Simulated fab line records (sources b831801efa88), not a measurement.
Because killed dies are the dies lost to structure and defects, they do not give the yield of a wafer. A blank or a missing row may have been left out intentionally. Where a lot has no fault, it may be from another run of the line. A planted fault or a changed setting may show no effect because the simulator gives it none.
Which tool is to blame? ; flow sky130 ; Sampling: 24 lots, 72 wafers, 6 of 708 route steps

## WHAT THE GAUGES READ, wafer by wafer
SKY_PASSIVATION_THK_MEAS_03. Usual: PASSIVATION_CVD_02_THK gives 538 nm (standard deviation 8.1).
lot;measured;on;PASSIVATION_CVD_02_THK (nm);flag
L074;day 44 00:31;filmMetro-03;544 524 544;
L075;day 44 04:53;filmMetro-01;522 536 541;
L076;day 44 16:34;filmMetro-03;543 531 540;
L077;day 45 01:35;filmMetro-02;532 544 542;
L078;day 45 01:55;filmMetro-01;533 522 544;
L079;day 45 12:50;filmMetro-03;546 524 544;
L080;day 45 22:13;filmMetro-02;534 527 540;
L081;day 46 05:37;filmMetro-03;536 529 542;
L082;day 46 07:00;filmMetro-01;546 546 539;
L083;day 46 11:37;filmMetro-02;533 536 539;
L084;day 46 15:53;filmMetro-01;536 546 537;
L085;day 46 22:47;filmMetro-03;514 532 527;
L086;day 47 04:55;filmMetro-01;539 538 549;
L087;day 47 10:38;filmMetro-03;547 555 543;
L088;day 47 14:08;filmMetro-01;528 541 546;
L089;day 48 02:11;filmMetro-03;528 549 551;
L090;day 48 09:32;filmMetro-01;543 551 531;
L091;day 48 09:50;filmMetro-01;540 538 543;
L092;day 48 11:31;filmMetro-03;539 542 546;
L093;day 48 21:01;filmMetro-03;538 551 537;
L094;day 48 23:02;filmMetro-02;536 535 548;
L095;day 49 08:27;filmMetro-01;528 538 535;
L096;day 49 17:34;filmMetro-03;535 534 543;
L097;day 49 21:29;filmMetro-03;547 540 541;

## WHICH TOOL RAN EACH LOT (tool, then ch and the chambers of the sampled wafers, then the start)
lot;SKY_VIA3_CMP_24;SKY_METAL4_SPUTTER_00;SKY_VIA4_CMP_02;SKY_METAL5_SPUTTER_03;SKY_METAL5_STRIP_16
L074;cmp-01 ch 1,3, day 39 20:42;pvdSputter-03, day 39 21:00;cmp-01 ch 0,2, day 41 23:46;pvdSputter-03, day 43 01:06;plasmaAsher-01 ch 0,1, day 43 23:37
L075;cmp-02 ch 0,2,3, day 40 02:20;pvdSputter-04, day 40 02:35;cmp-02 ch 1,2,3, day 42 05:19;pvdSputter-03, day 43 05:40;plasmaAsher-01 ch 0,1, day 44 03:54
L076;cmp-01 ch 0,1,2, day 40 13:51;pvdSputter-03, day 40 14:06;cmp-01 ch 1,2,3, day 42 17:15;pvdSputter-04, day 43 17:33;plasmaAsher-04 ch 0,1, day 44 15:37
L077;cmp-01 ch 0,2, day 40 22:59;pvdSputter-03, day 40 23:14;cmp-01 ch 0,2, day 43 01:07;pvdSputter-04, day 44 01:10;plasmaAsher-01 ch 0,1, day 45 00:41
L078;cmp-01 ch 0,1,2, day 40 23:47;pvdSputter-03, day 41 00:02;cmp-02 ch 0,3, day 43 02:17;pvdSputter-04, day 44 02:44;plasmaAsher-03 ch 0,1, day 45 00:45
L079;cmp-01 ch 0,1,3, day 41 11:34;pvdSputter-03, day 41 11:49;cmp-01 ch 0,1,2, day 43 13:35;pvdSputter-03, day 44 14:08;plasmaAsher-03 ch 0,1, day 45 11:49
L080;cmp-01 ch 0,1,3, day 41 21:45;pvdSputter-02, day 41 22:03;cmp-01 ch 0,1,2, day 43 22:27;pvdSputter-01, day 44 23:33;plasmaAsher-01 ch 0,1, day 45 21:19
L081;cmp-02 ch 1,2, day 42 07:33;pvdSputter-03, day 42 07:51;cmp-02 ch 0,1, day 44 08:10;pvdSputter-04, day 45 07:11;plasmaAsher-01 ch 0,1, day 46 04:43
L082;cmp-02 ch 1,2, day 42 08:50;pvdSputter-02, day 42 09:08;cmp-01 ch 0,3, day 44 09:31;pvdSputter-03, day 45 08:56;plasmaAsher-03 ch 0,1, day 46 06:05
L083;cmp-02 ch 1,2, day 42 14:37;pvdSputter-03, day 42 14:55;cmp-02 ch 0,3, day 44 14:31;pvdSputter-04, day 45 13:40;plasmaAsher-04 ch 0,1, day 46 10:43
L084;cmp-02 ch 1,3, day 42 18:39;pvdSputter-02, day 42 18:57;cmp-01 ch 0,1,3, day 44 18:50;pvdSputter-03, day 45 18:07;plasmaAsher-01 ch 1, day 46 14:58
L085;cmp-01 ch 0,2,3, day 43 01:51;pvdSputter-04, day 43 02:06;cmp-01 ch 1,2,3, day 45 01:25;pvdSputter-03, day 46 00:16;plasmaAsher-01 ch 0,1, day 46 21:46
L086;cmp-01 ch 0,3, day 43 09:16;pvdSputter-02, day 43 09:34;cmp-02 ch 0,1,2, day 45 08:05;pvdSputter-04, day 46 07:00;plasmaAsher-04 ch 0,1, day 47 03:58
L087;cmp-02 ch 1,2, day 43 16:34;pvdSputter-03, day 43 16:52;cmp-01 ch 0,3, day 45 15:13;pvdSputter-01, day 46 13:42;plasmaAsher-01 ch 0,1, day 47 09:38
L088;cmp-01 ch 1,2, day 43 20:20;pvdSputter-02, day 43 20:38;cmp-01 ch 1,2, day 45 18:29;pvdSputter-04, day 46 16:58;plasmaAsher-04 ch 0,1, day 47 13:13
L089;cmp-01 ch 1,2,3, day 44 10:16;pvdSputter-03, day 44 10:31;cmp-02 ch 0,3, day 46 07:12;pvdSputter-03, day 47 04:49;plasmaAsher-04 ch 0,1, day 48 01:17
L090;cmp-02 ch 0,3, day 44 18:09;pvdSputter-02, day 44 18:27;cmp-02 ch 1,2, day 46 15:05;pvdSputter-03, day 47 12:39;plasmaAsher-03 ch 0,1, day 48 08:38
L091;cmp-01 ch 0,2,3, day 44 19:29;pvdSputter-03, day 44 19:44;cmp-02 ch 0,3, day 46 15:41;pvdSputter-04, day 47 13:15;plasmaAsher-04 ch 0,1, day 48 08:55
L092;cmp-02 ch 0,1,3, day 44 20:32;pvdSputter-02, day 44 20:47;cmp-01 ch 0,1,2, day 46 17:31;pvdSputter-04, day 47 15:10;plasmaAsher-01 ch 0,1, day 48 10:38
L093;cmp-01 ch 1,2,3, day 45 06:20;pvdSputter-04, day 45 06:38;cmp-01 ch 1,2, day 47 02:13;pvdSputter-04, day 48 00:18;plasmaAsher-04 ch 0,1, day 48 19:56
L094;cmp-01 ch 1,2,3, day 45 10:41;pvdSputter-03, day 45 10:56;cmp-02 ch 0,2,3, day 47 05:53;pvdSputter-01, day 48 03:53;plasmaAsher-03 ch 0,1, day 48 22:07
L095;cmp-02 ch 1,2, day 45 22:13;pvdSputter-03, day 45 22:31;cmp-01 ch 0,1,3, day 47 16:33;pvdSputter-01, day 48 13:24;plasmaAsher-01 ch 0,1, day 49 07:33
L096;cmp-01 ch 1,2, day 46 08:22;pvdSputter-04, day 46 08:40;cmp-02 ch 1,2,3, day 48 03:10;pvdSputter-03, day 48 22:57;plasmaAsher-03 ch 0,1, day 49 16:40
L097;cmp-01 ch 0,1,3, day 46 14:04;pvdSputter-02, day 46 14:16;cmp-02 ch 1,2,3, day 48 07:16;pvdSputter-01, day 49 03:15;plasmaAsher-01 ch 0,1, day 49 20:29
- SKY_VIA3_CMP_24: polishes, stops on SiO2, t overpolish 20 s, target thk 0 nm.
- SKY_METAL4_SPUTTER_00: material Ti, target thk 15 nm, time 10 s.
- SKY_VIA4_CMP_02: polishes SiO2.
- SKY_METAL5_SPUTTER_03: material Ti, target thk 5 nm, time 3.3 s.
- SKY_METAL5_STRIP_16: strips in O2/N2.

## AS READ BY THE TOOLS THEMSELVES (means over the sampled wafers that have a number; for cases with no such wafer, the mark the record gives instead)
SKY_VIA3_CMP_24. Usual: motorCurrentA 11.8 A, standard deviation 0.67; overpolishRunS 20.001 s, standard deviation 0.0089; timeToEndpointS 92 s, standard deviation 3.7.
lot;tool;motorCurrentA (A);overpolishRunS (s);timeToEndpointS (s);flag
L074;cmp-01;11.5;19.999;90;
L075;cmp-02;11.8;19.996;90;
L076;cmp-01;12.0;20.002;90;
L077;cmp-01;12.1;20.004;90;
L078;cmp-01;12.3;20.007;90;
L079;cmp-01;12.4;20.009;89;
L080;cmp-01;12.2;20.002;86;
L081;cmp-02;10.9;19.994;97;
L082;cmp-02;10.8;20.003;95;
L083;cmp-02;11.1;20.010;93;
L084;cmp-02;11.4;20.001;93;
L085;cmp-01;12.4;19.995;90;
L086;cmp-01;11.8;20.005;93;
L087;cmp-02;10.5;19.994;94;
L088;cmp-01;12.4;20.003;92;
L089;cmp-01;11.8;20.003;92;
L090;cmp-02;12.2;20.003;91;
L091;cmp-01;11.8;19.989;94;
L092;cmp-02;11.5;19.999;91;
L093;cmp-01;12.1;19.999;98;
L094;cmp-01;12.3;20.003;90;
L095;cmp-02;10.9;20.000;91;
L096;cmp-01;11.7;20.005;94;
L097;cmp-01;12.1;20.009;95;

SKY_METAL4_SPUTTER_00. Usual: throttleValvePct reads 30.5 % (standard deviation 0.96).
lot;tool;throttleValvePct (%);flag
L074;pvdSputter-03;30.3;
L075;pvdSputter-04;30.3;
L076;pvdSputter-03;30.3;
L077;pvdSputter-03;31.0;
L078;pvdSputter-03;30.1;
L079;pvdSputter-03;30.1;
L080;pvdSputter-02;30.8;
L081;pvdSputter-03;29.2;
L082;pvdSputter-02;30.8;
L083;pvdSputter-03;30.2;
L084;pvdSputter-02;30.7;
L085;pvdSputter-04;29.7;
L086;pvdSputter-02;30.8;
L087;pvdSputter-03;30.3;
L088;pvdSputter-02;30.5;
L089;pvdSputter-03;29.1;
L090;pvdSputter-02;30.5;
L091;pvdSputter-03;30.3;
L092;pvdSputter-02;30.6;
L093;pvdSputter-04;29.6;
L094;pvdSputter-03;31.0;
L095;pvdSputter-03;31.4;
L096;pvdSputter-04;29.6;
L097;pvdSputter-02;30.8;

SKY_VIA4_CMP_02. Usual: motorCurrentA reads 12.8 A (standard deviation 0.71).
lot;tool;motorCurrentA (A);flag
L074;cmp-01;13.7;
L075;cmp-02;12.3;
L076;cmp-01;12.7;
L077;cmp-01;13.1;
L078;cmp-02;13.3;
L079;cmp-01;13.4;
L080;cmp-01;13.4;
L081;cmp-02;12.4;
L082;cmp-01;12.9;
L083;cmp-02;13.6;
L084;cmp-01;13.0;
L085;cmp-01;12.8;
L086;cmp-02;12.3;
L087;cmp-01;12.9;
L088;cmp-01;13.2;
L089;cmp-02;13.1;
L090;cmp-02;11.5;
L091;cmp-02;13.1;
L092;cmp-01;13.1;
L093;cmp-01;13.2;
L094;cmp-02;13.1;
L095;cmp-01;12.7;
L096;cmp-02;12.4;
L097;cmp-02;11.8;

SKY_METAL5_SPUTTER_03. Usual: throttleValvePct reads 30.0 % (standard deviation 1.2).
lot;tool;throttleValvePct (%);flag
L074;pvdSputter-03;31.0;
L075;pvdSputter-03;30.4;
L076;pvdSputter-04;29.7;
L077;pvdSputter-04;30.0;
L078;pvdSputter-04;29.7;
L079;pvdSputter-03;30.3;
L080;pvdSputter-01;28.3;
L081;pvdSputter-04;30.0;
L082;pvdSputter-03;30.4;
L083;pvdSputter-04;30.5;
L084;pvdSputter-03;31.3;
L085;pvdSputter-03;31.2;
L086;pvdSputter-04;30.2;
L087;pvdSputter-01;29.8;
L088;pvdSputter-04;30.0;
L089;pvdSputter-03;30.1;
L090;pvdSputter-03;29.1;
L091;pvdSputter-04;29.8;
L092;pvdSputter-04;30.0;
L093;pvdSputter-04;30.0;
L094;pvdSputter-01;29.2;
L095;pvdSputter-01;29.6;
L096;pvdSputter-03;30.3;
L097;pvdSputter-01;28.4;

SKY_METAL5_STRIP_16. Usual: drypumpMotorCurrentA 5.87 A, standard deviation 0.28; oesProductAu 0.710 a.u., standard deviation 0.0043; stripTimeToEndpointS 13.16 s, standard deviation 0.15.
lot;tool;drypumpMotorCurrentA (A);oesProductAu (a.u.);stripTimeToEndpointS (s);flag
L074;plasmaAsher-01;5.58;0.711;13.21;
L075;plasmaAsher-01;5.57;0.712;13.17;
L076;plasmaAsher-04;6.18;0.710;12.95;
L077;plasmaAsher-01;5.60;0.708;13.25;
L078;plasmaAsher-03;6.02;0.711;13.25;
L079;plasmaAsher-03;5.87;0.713;13.38;
L080;plasmaAsher-01;5.59;0.712;13.26;
L081;plasmaAsher-01;5.71;0.708;12.97;
L082;plasmaAsher-03;5.86;0.708;13.08;
L083;plasmaAsher-04;6.20;0.711;13.31;
L084;plasmaAsher-01;5.46;0.710;13.16;
L085;plasmaAsher-01;5.61;0.710;13.17;
L086;plasmaAsher-04;6.18;0.713;13.12;
L087;plasmaAsher-01;5.58;0.707;13.05;
L088;plasmaAsher-04;6.19;0.708;13.26;
L089;plasmaAsher-04;6.21;0.708;13.34;
L090;plasmaAsher-03;5.86;0.709;13.30;
L091;plasmaAsher-04;6.15;0.713;12.91;
L092;plasmaAsher-01;5.73;0.709;13.23;
L093;plasmaAsher-04;6.15;0.709;13.26;
L094;plasmaAsher-03;5.87;0.711;13.15;
L095;plasmaAsher-01;5.68;0.712;12.97;
L096;plasmaAsher-03;5.87;0.711;13.06;
L097;plasmaAsher-01;5.61;0.712;13.21;

## THE ANSWER, worked out from the rows above alone
Rule: lot off if the mean of its wafers having a number is beyond 3 standard deviations from the usual mean. Also off: a lot with no number at a reading for which 4 or more lots have one. Where the step has rows for the other lots, those lots are counted as sound. Order of review: gauges by route order, followed by the tools' own readings, for which a lot's mean as printed above is used. The first step at which some lot is off is used, and at that step the reading that is off furthest; a lot without a number counts as furthest.
No lot is off on any of the readings shown, so nothing can be concluded from this.

## WHAT THE SIMULATOR HAD INSERTED
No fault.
